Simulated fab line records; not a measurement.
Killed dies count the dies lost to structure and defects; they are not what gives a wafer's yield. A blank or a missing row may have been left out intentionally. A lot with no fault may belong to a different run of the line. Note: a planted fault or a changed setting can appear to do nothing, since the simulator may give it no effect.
fab line records | flow gf180mcu
[record] lots = 12 wafers = 36 last-day = 33
route steps=602 shown POLY_GATE@168 HV_LDD@192 V1@340
lots untouched by any fault: they come from a run of this same line in which no faults occurred
start-h: hours from the record's first day to the start of the lot's first wafer shown | wait-h: hours elapsed since this lot's preceding step | " identical to the entry in the row above | L1.1+2: a row that stands for several wafers | - value missing, or start not given | * or withheld: withheld | < > ~ a bound
route shown NAME@n: NAME is a module with steps in the file, n the number in the route of the first one | usual: the fault-free wafers' mean and standard deviation | same: alike in all rows | chamber/n: place in a boat | sites: each site's reading | _std_site: how widely they spread, as a standard deviation | _edge_site: outer sites' mean less inner sites' | radius-mm: for every site, how far away it sits from the centre of the wafer | mask NAME#n: copy n | behind: tool/chamber where the wafer was last shaped | hold: why the lot went on hold/how many hours it stayed there/how the hold came to an end | device: the n, p or np transistor that did not switch | end of line: tests run on the same wafers once the route is complete | step lacking rows: just its recipe | killed: not the wafer's yield, but the dies lost to structure and defects at the first sort | map: a wafer's dies, marking killed ones x, the rest . and places with no die _
set.NAME: setting as actually run; set.NAME@STEP: the setting as run at that earlier step | model.NAME: the simulator's own value behind a step, which no gauge read
a sample of lots followed through the steps of the route, with each step as a table and each wafer as a row
services: a tool's chamber out of use, with start hour (start-h, from the record's first day; less than 0 if before it), hours out, and reason
[[steps]]
[step GF_POLY_GATE_OVL_MEAS_11]
[usual] POLY_GATE_OVL = 2/6.4
// columns lot.wafer tool chamber start-h wait-h POLY_GATE_OVL[nm]
L663.1 overlay-01 - 194.56 0.1 -2
L663.3 " - " " -8
L663.5 " - " " -5
L664.1 overlay-02 - 202.80 0.1 -2
L664.4 " - " " 10
L664.6 " - " " 7
L665.2 overlay-02 - 207.82 0.1 15
L665.3 " - " " 6
L665.4 " - " " 13
L666.1 overlay-02 - 213.45 0.1 3
L666.2 " - " " 9
L666.3 " - " " -1
L667.1 overlay-01 - 226.40 0.1 4
L667.3 " - " " 4
L667.6 " - " " 5
L668.1 overlay-01 - 230.31 0.1 6
L668.2 " - " " -2
L668.5 " - " " 2
L669.1 overlay-01 - 237.50 0.1 7
L669.5 " - " " 0
L669.6 " - " " -7
L672.2 overlay-02 - 264.52 0.1 7
L672.4 " - " " 2
L672.6 " - " " 2
L674.3 overlay-02 - 276.56 0.1 3
L674.5 " - " " 1
L674.6 " - " " -5
L677.2 overlay-01 - 295.92 0.1 -3
L677.3 " - " " -6
L677.4 " - " " -1
L680.2 overlay-02 - 316.70 0.1 -1
L680.3 " - " " -7
L680.6 " - " " -4
L682.1 overlay-01 - 333.40 0.1 -3
L682.5 " - " " -10
L682.6 " - " " 2
[step GF_HV_LDD_EXPOSE_16]
[recipe] mask-id = Pplus_LV_AREA target-cd-nm = 400 na = 0.6 source-shape = conventional sigma-outer = 0.6 dose-mj = 140
[usual] exposure-dose-mJ-cm2 = 140.04/0.15 focus-offset-nm = 0.1/0.55
// columns lot.wafer tool chamber start-h wait-h mask exposure-dose-mJ-cm2 focus-offset-nm
L663.1 iline-stepper-02 0 223.11 - Pplus_LV_AREA#0 139.63 -0.4
L663.3 " 0 " " Pplus_LV_AREA#0 140.02 0.3
L663.5 " 0 " " Pplus_LV_AREA#0 139.94 0.9
L664.1 iline-stepper-01 0 232.06 - Pplus_LV_AREA#0 140.10 0.2
L664.4 " 0 " " Pplus_LV_AREA#0 140.13 -0.4
L664.6 " 0 " " Pplus_LV_AREA#0 140.19 -0.5
L665.2 iline-stepper-02 0 236.17 - Pplus_LV_AREA#0 140.05 0.3
L665.3 " 0 " " Pplus_LV_AREA#0 140.02 0.3
L665.4 " 0 " " Pplus_LV_AREA#0 140.09 -1.1
L666.1 iline-stepper-02 0 242.34 - Pplus_LV_AREA#0 139.74 -0.1
L666.2 " 0 " " Pplus_LV_AREA#0 139.90 -0.2
L666.3 " 0 " " Pplus_LV_AREA#0 139.69 -0.1
L667.1 iline-stepper-02 0 255.99 - Pplus_LV_AREA#0 140.07 -0.7
L667.3 " 0 " " Pplus_LV_AREA#0 140.39 -0.1
L667.6 " 0 " " Pplus_LV_AREA#0 140.01 -0.6
L668.1 iline-stepper-01 0 260.82 - Pplus_LV_AREA#0 140.23 -0.1
L668.2 " 0 " " Pplus_LV_AREA#0 140.14 -0.3
L668.5 " 0 " " Pplus_LV_AREA#0 140.00 -0.9
L669.1 iline-stepper-02 0 269.37 - Pplus_LV_AREA#0 140.22 -0.1
L669.5 " 0 " " Pplus_LV_AREA#0 140.07 0.2
L669.6 " 0 " " Pplus_LV_AREA#0 140.03 0.3
L672.2 iline-stepper-01 0 295.52 - Pplus_LV_AREA#0 148.90 -0.3
L672.4 " 0 " " Pplus_LV_AREA#0 149.07 -0.1
L672.6 " 0 " " Pplus_LV_AREA#0 149.14 -0.2
L674.3 iline-stepper-01 0 309.45 - Pplus_LV_AREA#0 149.23 1.1
L674.5 " 0 " " Pplus_LV_AREA#0 148.97 0.0
L674.6 " 0 " " Pplus_LV_AREA#0 149.29 0.7
L677.2 iline-stepper-02 0 331.02 - Pplus_LV_AREA#0 140.13 0.2
L677.3 " 0 " " Pplus_LV_AREA#0 140.09 0.2
L677.4 " 0 " " Pplus_LV_AREA#0 140.28 0.9
L680.2 iline-stepper-02 0 350.57 - Pplus_LV_AREA#0 139.87 0.7
L680.3 " 0 " " Pplus_LV_AREA#0 139.86 0.5
L680.6 " 0 " " Pplus_LV_AREA#0 139.94 0.6
L682.1 iline-stepper-02 0 368.62 - Pplus_LV_AREA#0 140.14 -0.9
L682.5 " 0 " " Pplus_LV_AREA#0 139.79 -1.1
L682.6 " 0 " " Pplus_LV_AREA#0 140.13 0.0
[step GF_HV_LDD_CD_MEAS_19]
[recipe] target-cd-nm = 400
[usual] cd-nm = 400.3/2.6
// columns lot.wafer tool chamber start-h wait-h cd-nm
L663.1 cd-sem-01 - 232.39 0.1 400.6
L663.3 " - " " 402.0
L663.5 " - " " 399.5
L664.1 cd-sem-02 - 240.69 0.1 399.2
L664.4 " - " " 400.1
L664.6 " - " " 398.8
L665.2 cd-sem-01 - 244.71 0.1 397.9
L665.3 " - " " 399.6
L665.4 " - " " 396.8
L666.1 cd-sem-01 - 251.63 0.1 399.0
L666.2 " - " " 400.1
L666.3 " - " " 399.4
L667.1 cd-sem-01 - 265.24 0.1 402.6
L667.3 " - " " 403.1
L667.6 " - " " 402.6
L668.1 cd-sem-01 - 270.49 0.1 396.4
L668.2 " - " " 398.5
L668.5 " - " " 398.5
L669.1 cd-sem-02 - 278.99 0.1 400.3
L669.5 " - " " 402.7
L669.6 " - " " 403.7
L672.2 cd-sem-01 - 305.15 0.1 416.1
L672.4 " - " " 414.8
L672.6 " - " " 415.6
L674.3 cd-sem-02 - 319.57 0.1 414.8
L674.5 " - " " 413.0
L674.6 " - " " 414.2
L677.2 cd-sem-01 - 341.06 0.1 397.1
L677.3 " - " " 398.6
L677.4 " - " " 395.5
L680.2 cd-sem-01 - 361.21 0.1 399.6
L680.3 " - " " 400.6
L680.6 " - " " 402.8
L682.1 cd-sem-01 - 379.64 0.1 401.5
L682.5 " - " " 402.4
L682.6 " - " " 400.1
[step GF_V1_BOW_MEAS_05]
[recipe] mode = bow
[usual] V1_BOW = 82/6.5
// columns lot.wafer tool chamber start-h wait-h V1_BOW[um]
L663.1 film-metro-04 - 384.67 0.2 80
L663.3 " - " " 77
L663.5 " - " " 69
L664.1 film-metro-03 - 394.43 0.2 80
L664.4 " - " " 83
L664.6 " - " " 77
L665.2 film-metro-03 - 403.59 0.2 86
L665.3 " - " " 86
L665.4 " - " " 85
L666.1 film-metro-04 - 408.85 0.1 90
L666.2 " - " " 85
L666.3 " - " " 75
L667.1 film-metro-01 - 425.37 0.2 86
L667.3 " - " " 77
L667.6 " - " " 84
L668.1 film-metro-01 - 431.22 0.1 77
L668.2 " - " " 81
L668.5 " - " " 84
L669.1 film-metro-03 - 443.12 0.2 77
L669.5 " - " " 92
L669.6 " - " " 89
L672.2 film-metro-01 - 473.24 0.1 87
L672.4 " - " " 96
L672.6 " - " " 79
L674.3 film-metro-01 - 491.85 0.1 80
L674.5 " - " " 92
L674.6 " - " " 87
L677.2 film-metro-01 - 515.39 0.1 86
L677.3 " - " " 86
L677.4 " - " " 72
L680.2 film-metro-01 - 535.63 0.2 81
L680.3 " - " " 88
L680.6 " - " " 98
L682.1 film-metro-03 - 553.70 0.1 83
L682.5 " - " " 73
L682.6 " - " " 67
[step GF_V1_THK_MEAS_25]
[recipe] thk-meas-gauge = xrf reads = W_of_V1_CVD_23
[usual] V1_W_THK = 350/6.7
// columns lot.wafer tool chamber start-h wait-h V1_W_THK[nm]
L663.1 film-metro-01 - 408.80 0.1 356
L663.3 " - " " 365
L663.5 " - " " 357
L664.1 film-metro-04 - 419.54 0.1 351
L664.4 " - " " 350
L664.6 " - " " 344
L665.2 film-metro-04 - 428.77 0.1 352
L665.3 " - " " 350
L665.4 " - " " 346
L666.1 film-metro-03 - 433.24 0.1 345
L666.2 " - " " 339
L666.3 " - " " 335
L667.1 film-metro-03 - 450.53 0.1 341
L667.3 " - " " 340
L667.6 " - " " 337
L668.1 film-metro-01 - 456.77 0.1 359
L668.2 " - " " 360
L668.5 " - " " 358
L669.1 film-metro-01 - 468.74 0.1 350
L669.5 " - " " 352
L669.6 " - " " 357
L672.2 film-metro-01 - 498.89 0.1 360
L672.4 " - " " 356
L672.6 " - " " 361
L674.3 film-metro-04 - 516.05 0.1 345
L674.5 " - " " 356
L674.6 " - " " 348
L677.2 film-metro-04 - 540.01 0.1 349
L677.3 " - " " 349
L677.4 " - " " 346
L680.2 film-metro-01 - 558.49 0.1 344
L680.3 " - " " 349
L680.6 " - " " 342
L682.1 film-metro-01 - 576.64 0.1 359
L682.5 " - " " 356
L682.6 " - " " 362
[[services]]
// columns tool chamber start-h hours kind
iline-stepper-01 - 208.35 1.7 pm
iline-stepper-01 - 238.26 9.4 repair
iline-stepper-01 0 317.07 - calibration
iline-stepper-01 - 347.35 4.0 repair
[[key]]
[first-sign] step = GF_HV_LDD_EXPOSE_16 reading = exposure-dose-mJ-cm2 direction = up sigmas = 60 usual = 140.04 struck = 149.10
[effect] step = GF_HV_LDD_CD_MEAS_19 reading = cd-nm direction = up sigmas = 5.5 usual = 400.3 struck = 414.8
met-at GF_HV_LDD_EXPOSE_16
struck-lots L672,L674
tester-left-out L672,L674
not-acting-at GF_POLY_GATE_OVL_MEAS_11,GF_V1_BOW_MEAS_05,GF_V1_THK_MEAS_25
onset-between 260.82 295.52
[fault] kind = process-parameter-drift tool = iline-stepper-01 chamber = - onset-h = 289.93 steps = GF_HV_LDD_EXPOSE_16 channel = dose-mj offset = 8.9466 shape = step acts-in = these-recipes-only stated = 140
// tester-left-out: of these lots the tester's yield and bins aren't shown, on N5 and GAA mostly nor the transistor test; their killed dies are dies lost to structure and defects alone, not to doping, threshold or leakage, so they don't give the yield
